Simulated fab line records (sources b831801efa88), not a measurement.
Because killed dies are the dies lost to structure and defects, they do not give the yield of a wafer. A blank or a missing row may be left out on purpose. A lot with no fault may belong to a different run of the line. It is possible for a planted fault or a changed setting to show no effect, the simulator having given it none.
What tool caused it? + flow sky130 + Sampling: 11 lots, 33 wafers, 5 of 708 route steps

WHAT EACH GAUGE READ, for each wafer
SKY_CAP2M_THK_MEAS_01. Usual: CAP2M_CVD_00_THK 15.60 nm, standard deviation 0.23.
| lot  | measured     | on           | CAP2M_CVD_00_THK (nm) | flag |
|------|--------------|--------------|-----------------------|------|
| L208 | day 39 16:10 | filmMetro-03 | 15.48 15.62 15.79     |      |
| L209 | day 40 03:31 | filmMetro-04 | 15.41 15.22 15.65     |      |
| L211 | day 40 10:16 | filmMetro-01 | 15.25 15.59 15.52     |      |
| L213 | day 41 17:40 | filmMetro-03 | 15.35 15.38 15.78     |      |
| L216 | day 42 08:38 | filmMetro-03 | 15.47 15.28 15.71     |      |
| L217 | day 42 14:34 | filmMetro-01 | 15.43 15.78 15.83     |      |
| L220 | day 43 10:23 | filmMetro-03 | 15.39 15.46 15.56     |      |
| L224 | day 44 15:46 | filmMetro-04 | 15.70 16.02 16.10     |      |
| L223 | day 44 16:03 | filmMetro-01 | 25.32 15.94 15.65     | OFF  |
| L230 | day 46 00:56 | filmMetro-01 | 15.69 15.44 16.05     |      |
| L231 | day 46 04:13 | filmMetro-04 | 15.79 15.78 16.10     |      |

SKY_CAP2M_RS_MEAS_03: the measuring method here is four-point-probe. Usual: CAP2M_TIN_RS 6.87 ohm/sq, standard deviation 0.072.
| lot  | measured     | on           | CAP2M_TIN_RS (ohm/sq) | flag |
|------|--------------|--------------|-----------------------|------|
| L208 | day 39 16:20 | filmMetro-04 | 6.98 6.98 6.84        |      |
| L209 | day 40 03:41 | filmMetro-04 | 6.85 6.81 6.81        |      |
| L211 | day 40 10:28 | filmMetro-01 | 6.91 6.90 6.90        |      |
| L213 | day 41 17:50 | filmMetro-04 | 6.80 6.78 6.81        |      |
| L216 | day 42 08:49 | filmMetro-04 | 7.00 6.97 6.95        |      |
| L217 | day 42 14:45 | filmMetro-04 | 6.83 6.85 6.90        |      |
| L220 | day 43 10:34 | filmMetro-04 | 6.89 6.91 6.91        |      |
| L224 | day 44 15:57 | filmMetro-03 | 6.92 6.86 6.91        |      |
| L223 | day 44 16:14 | filmMetro-01 | 6.85 6.79 6.82        |      |
| L230 | day 46 01:06 | filmMetro-03 | 6.83 6.87 6.83        |      |
| L231 | day 46 04:23 | filmMetro-03 | 6.98 6.92 6.95        |      |

SKY_CAP2M_THK_MEAS_04: measures by xrf. Usual: CAP2M_TIN_THK 198.5 nm, standard deviation 2.3.
| lot  | measured     | on           | CAP2M_TIN_THK (nm) | flag |
|------|--------------|--------------|--------------------|------|
| L208 | day 39 16:27 | filmMetro-04 | 194.3 194.1 197.3  |      |
| L209 | day 40 03:48 | filmMetro-04 | 198.5 198.4 198.8  |      |
| L211 | day 40 10:34 | filmMetro-01 | 198.1 197.9 198.3  |      |
| L213 | day 41 17:58 | filmMetro-04 | 198.8 199.3 198.4  |      |
| L216 | day 42 08:56 | filmMetro-04 | 193.2 194.9 195.1  |      |
| L217 | day 42 14:51 | filmMetro-04 | 198.5 198.0 196.1  |      |
| L220 | day 43 10:41 | filmMetro-04 | 196.8 197.1 196.7  |      |
| L224 | day 44 16:03 | filmMetro-03 | 199.5 200.7 198.5  |      |
| L223 | day 44 16:20 | filmMetro-01 | 199.0 201.2 199.7  |      |
| L230 | day 46 01:13 | filmMetro-03 | 201.2 199.8 201.5  |      |
| L231 | day 46 04:30 | filmMetro-03 | 196.4 199.2 197.5  |      |

EACH LOT AND THE TOOL THAT RAN IT (in order: tool; ch and the chambers of the sampled wafers; start)
| lot  | SKY_METAL3_DESCUM_15             | SKY_CAP2M_CVD_00                |
|------|----------------------------------|---------------------------------|
| L208 | rieMetal-02 ch 0,1, day 38 12:25 | pecvd-01 ch 0,1, day 39 16:07   |
| L209 | rieMetal-02 ch 0,1, day 38 23:37 | pecvd-02 ch 0,2, day 40 03:29   |
| L211 | rieMetal-01 ch 0,1, day 39 06:28 | pecvd-01 ch 0,1,2, day 40 10:14 |
| L213 | rieMetal-03 ch 0, day 40 13:25   | pecvd-02 ch 0,1, day 41 17:39   |
| L216 | rieMetal-01 ch 0,1, day 41 06:01 | pecvd-02 ch 0,1,2, day 42 08:37 |
| L217 | rieMetal-03 ch 0,1, day 41 11:56 | pecvd-01 ch 0,1, day 42 14:31   |
| L220 | rieMetal-03 ch 0,1, day 42 08:01 | pecvd-01 ch 0,1,2, day 43 10:22 |
| L224 | rieMetal-03 ch 0,1, day 43 13:04 | pecvd-03 ch 1,2, day 44 15:43   |
| L223 | rieMetal-01 ch 0,1, day 43 14:40 | pecvd-01 ch 0,1,2, day 44 16:01 |
| L230 | rieMetal-03 ch 0,1, day 45 00:40 | pecvd-03 ch 0,2, day 46 00:55   |
| L231 | rieMetal-01 ch 0,1, day 45 04:10 | pecvd-03 ch 0,1,2, day 46 04:11 |
- SKY_METAL3_DESCUM_15: chemistry O2, time 8 s.
- SKY_CAP2M_CVD_00: deposits SiO2, target thk 15.5 nm.

WHAT THE TOOLS THEMSELVES READ (means of the sampled wafers that have a number; where no wafer has one, the mark that the record gives instead)
SKY_METAL3_DESCUM_15. Usual: chamberPressureMTorr 10.001 mTorr, standard deviation 0.01; drypumpMotorCurrentA 6.3 A, standard deviation 0.37; oesProductAu 1.004 a.u., standard deviation 0.012.
| lot  | tool        | chamberPressureMTorr (mTorr) | drypumpMotorCurrentA (A) | oesProductAu (a.u.) | flag |
|------|-------------|------------------------------|--------------------------|---------------------|------|
| L208 | rieMetal-02 | 10.002                       | 6.4                      | 1.009               |      |
| L209 | rieMetal-02 | 9.995                        | 6.3                      | 1.014               |      |
| L211 | rieMetal-01 | 9.996                        | 6.1                      | 1.009               |      |
| L213 | rieMetal-03 | 9.987                        | 5.7                      | 0.995               |      |
| L216 | rieMetal-01 | 10.004                       | 6.0                      | 1.001               |      |
| L217 | rieMetal-03 | 9.997                        | 6.4                      | 0.991               |      |
| L220 | rieMetal-03 | 10.006                       | 6.4                      | 1.000               |      |
| L224 | rieMetal-03 | 9.996                        | 6.1                      | 0.993               |      |
| L223 | rieMetal-01 | 10.001                       | 6.1                      | 1.003               |      |
| L230 | rieMetal-03 | 9.997                        | 6.4                      | 0.992               |      |
| L231 | rieMetal-01 | 9.999                        | 6.1                      | 1.008               |      |

SKY_CAP2M_CVD_00. Usual: heaterPowerW 703 W, standard deviation 110.
| lot  | tool     | heaterPowerW (W) | flag |
|------|----------|------------------|------|
| L208 | pecvd-01 | 711              |      |
| L209 | pecvd-02 | 624              |      |
| L211 | pecvd-01 | 745              |      |
| L213 | pecvd-02 | 664              |      |
| L216 | pecvd-02 | 721              |      |
| L217 | pecvd-01 | 760              |      |
| L220 | pecvd-01 | 743              |      |
| L224 | pecvd-03 | 634              |      |
| L223 | pecvd-01 | 753              |      |
| L230 | pecvd-03 | 644              |      |
| L231 | pecvd-03 | 643              |      |

THE ANSWER, worked out from the rows above alone
Rule: take the mean of a lot's wafers that have a number; if it is more than 3 standard deviations from the usual mean, the lot is off. Also off: a lot with no number at a reading for which 4 or more lots have one. Where the step has rows for the other lots, those lots are counted as sound. After the gauges, taken in route order, come the tools' own readings; for these a lot's mean is taken, as printed above. At the first step where some lot is off, the reading lying furthest off is the one used; lots without a number count as furthest.
Off: at SKY_CAP2M_THK_MEAS_01 (CAP2M_CVD_00_THK), L223.
A tool fits if, at a process step before that reading, it ran every lot that is off, and no sound lot after the first of them. The gauges at SKY_CAP2M_THK_MEAS_01 are tried like those tools. One candidate fits, namely pecvd-01 at SKY_CAP2M_CVD_00. A fault onset in the window from L220 (day 43 10:22, its last sound lot) to L223 (day 44 16:01, its first lot off) fits.

WHAT WAS PUT IN BY THE SIMULATOR
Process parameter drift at SKY_CAP2M_CVD_00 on pecvd-01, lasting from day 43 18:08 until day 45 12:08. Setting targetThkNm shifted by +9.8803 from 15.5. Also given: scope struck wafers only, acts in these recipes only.
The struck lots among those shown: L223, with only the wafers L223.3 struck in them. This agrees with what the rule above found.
